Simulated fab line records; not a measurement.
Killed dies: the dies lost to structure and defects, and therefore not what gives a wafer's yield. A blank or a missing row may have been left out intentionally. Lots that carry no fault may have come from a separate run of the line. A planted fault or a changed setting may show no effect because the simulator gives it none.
Comparing a struck lot with a sound one || flow gf180mcu || 19 out of 602 route steps
Sound: wafers L207.2, L207.3, L207.4. Struck: wafers L211.2, L211.4, L211.5. The cause is named last.
Each step with rows lists, per side, the tool, then ch with its chambers, then its first start. Under that, the readings that differ: sound wafers || struck wafers || difference of the means || sigmas: that difference in standard deviations of wafers without a fault.
alike: words and numbers the same on both sides, and readings whose means are apart by under 2 such deviations; not compared: readings that were withheld, readings missing a value for some wafer, numbers with overlapping values and no deviation given by the record, and bounds like >300 which may hide the same value.
The two part at a step that has a row with sigmas, a row that says differs or no value, or rows on one side only. Numbers that have no deviation but don't overlap get no sigmas and don't part them. A reading missing from all wafers of one side parts the sides only when that side holds two or more wafers.

first, 4 steps without rows for these wafers: GF_MIM_SOFTBAKE_15 (time 60 s); GF_MIM_EXPOSE_16 (exposes mask FuseTop, target cd 2000 nm); GF_MIM_PEB_17; GF_MIM_DEVELOP_18 (develop time 60 s).
GF_MIM_METAL_ETCH_19: etches the open film in Cl2/BCl3, stops on Si3N4, target depth 324.5 nm, time 54.1 s.
  sound on rie metal-01 ch 0, day 25 11:07; struck on rie metal-02 ch 0, day 26 20:55
{"reading": "drypump motor current A (A)", "sound": "5.53 5.55 5.54", "struck": "6.08 6.10 6.03", "difference": "+0.53", "sigmas": "+2"}
  alike: he backside leak sccm, oes product au, throttle valve pct
  not compared: rf hours counter h
GF_MIM_STRIP_20: strips in O2/N2.
  sound on plasma asher-03 ch 0,1, day 25 11:14; struck on plasma asher-02 ch 0, day 26 21:02
  alike: drypump motor current A, heater power w, n2 flow sccm, oes product au, strip time to endpoint s
  not compared: rf hours counter h
then, 6 steps without rows for these wafers: GF_MIM_STRIP_21 (strips in post etch residue remover, time 1200 s); GF_MIM_CLEAN_22 (cleans in DIW); GF_M5_DEHYDRATE_00 (time 60 s); GF_M5_HMDS_01 (prime time 60 s); GF_M5_COAT_02 (resist thk 1000 nm); GF_M5_SOFTBAKE_03 (time 60 s).
GF_M5_EXPOSE_04: exposes mask Metal5, target cd 280 nm.
  sound on krf scanner-02 ch 0, day 25 22:55; struck on krf scanner-02 ch 0, day 27 08:07
{"reading": "model.M5.overlay x nm (nm)", "sound": "-2.989 -2.989 -2.989", "struck": "59.22 59.22 59.22", "difference": "+62.21", "sigmas": ""}
  alike: mask
then, 2 steps without rows for these wafers: GF_M5_PEB_05 (peb time 90 s); GF_M5_DEVELOP_06 (develop time 60 s).
GF_M5_CD_MEAS_07 targets a cd of 280 nm.
  sound: cd sem-01 at day 26 08:46; struck: cd sem-01 at day 27 17:31
  alike: cd nm
GF_M5_OVL_MEAS_08:
  sound: overlay-01 at day 26 08:52; struck: overlay-01 at day 27 17:37
{"reading": "M5_OVL (nm)", "sound": "-2 -3 -1", "struck": "60 62 57", "difference": "+62", "sigmas": "+13"}
GF_M5_ETCH_09: etches Si3N4 in CF4/O2, target depth 52 nm, time 11.6 s.
  sound on rie diel-04 ch 0,1,3, day 26 08:54; struck on rie diel-02 ch 0,2,3, day 27 17:39
  alike: drypump motor current A, oes product au, throttle valve pct
  not compared: rf hours counter h
following that, these wafers have no rows for 1 step: GF_PASSIVATION_PROBE_99.

== WHERE THEY PART ==
First at GF_MIM_METAL_ETCH_19; last, within this record, at GF_M5_OVL_MEAS_08. Later steps at which nothing parts them and some readings are alike: GF_M5_ETCH_09.

WHY: whatever the simulator had introduced
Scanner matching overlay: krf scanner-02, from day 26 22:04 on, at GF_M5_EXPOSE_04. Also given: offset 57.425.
